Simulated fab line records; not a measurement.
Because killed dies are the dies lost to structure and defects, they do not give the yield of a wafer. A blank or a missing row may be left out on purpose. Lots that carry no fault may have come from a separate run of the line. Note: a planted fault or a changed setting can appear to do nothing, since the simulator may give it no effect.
Matching of chambers -- flow sky130 -- 4 sister chambers for SKY_VIA3_ETCH_15 on rie_diel-02
The step etches SiO2 in C4F8/O2/Ar, stops on TiN, target depth 507 nm, time 78 s. 22 wafers are shown with their chamber, then 11 later ones without.

EACH WAFER AND ITS CHAMBER
wafer,chamber,oes_product_au (a.u.)
L078.1,1,0.947
L078.2,0,0.948
L078.3,2,0.944
L078.4,3,0.948
L078.5,3,0.951
L078.6,0,0.941
L079.1,1,0.935
L079.3,0,0.947
L079.6,2,0.953
L080.1,0,0.947
L080.4,1,0.949
L080.5,1,0.952
L082.2,0,0.947
L082.5,3,0.947
L082.6,2,0.949
L083.1,1,0.947
L083.3,0,0.941
L083.4,2,0.936
L084.1,0,0.943
L084.3,3,0.949
L084.5,0,0.940
L086.1,1,0.949

SIGNATURES (averages over the wafers above)
reading,chamber 0,chamber 1,chamber 2,chamber 3,scatter within a chamber
oes_product_au,0.94425,0.94650,0.94550,0.94875,0.00485
Rule: for a wafer and a chamber, the distance is found by dividing, reading by reading, the gap between the wafer's reading and the chamber's mean by the reading's scatter, squaring, summing and taking the root. The wafer belongs to the nearest chamber; if the next one is less than 2 further off, it can't be placed. The scatter: the root of (the sum of the squares of (reading less its chamber's mean) over the shown wafers, divided by (wafers less chambers)).

WAFERS WITH NO CHAMBER GIVEN
wafer,oes_product_au (a.u.)
L086.2,0.942
L086.5,0.946
L092.1,0.949
L092.3,0.952
L092.4,0.943
L096.1,0.945
L096.2,0.949
L096.3,0.948
L097.2,0.946
L097.4,0.940
L097.5,0.947

CHAMBER TAKEN BY EACH
wafer,from the rows above,in truth
L086.2,can't be placed: 0 or 2 or 1 or 3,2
L086.5,can't be placed: 2 or 1 or 0 or 3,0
L092.1,can't be placed: 3 or 1 or 2 or 0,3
L092.3,can't be placed: 3 or 1 or 2 or 0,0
L092.4,can't be placed: 0 or 2 or 1 or 3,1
L096.1,can't be placed: 2 or 0 or 1 or 3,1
L096.2,can't be placed: 3 or 1 or 2 or 0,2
L096.3,can't be placed: 3 or 1 or 2 or 0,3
L097.2,can't be placed: 2 or 1 or 0 or 3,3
L097.4,can't be placed: 0 or 2 or 1 or 3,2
L097.5,can't be placed: 1 or 2 or 3 or 0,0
Correct placement for 0 of the 11. These rows do not allow placing 11 (true chamber among the candidates in 11). Wrongly placed: 0.
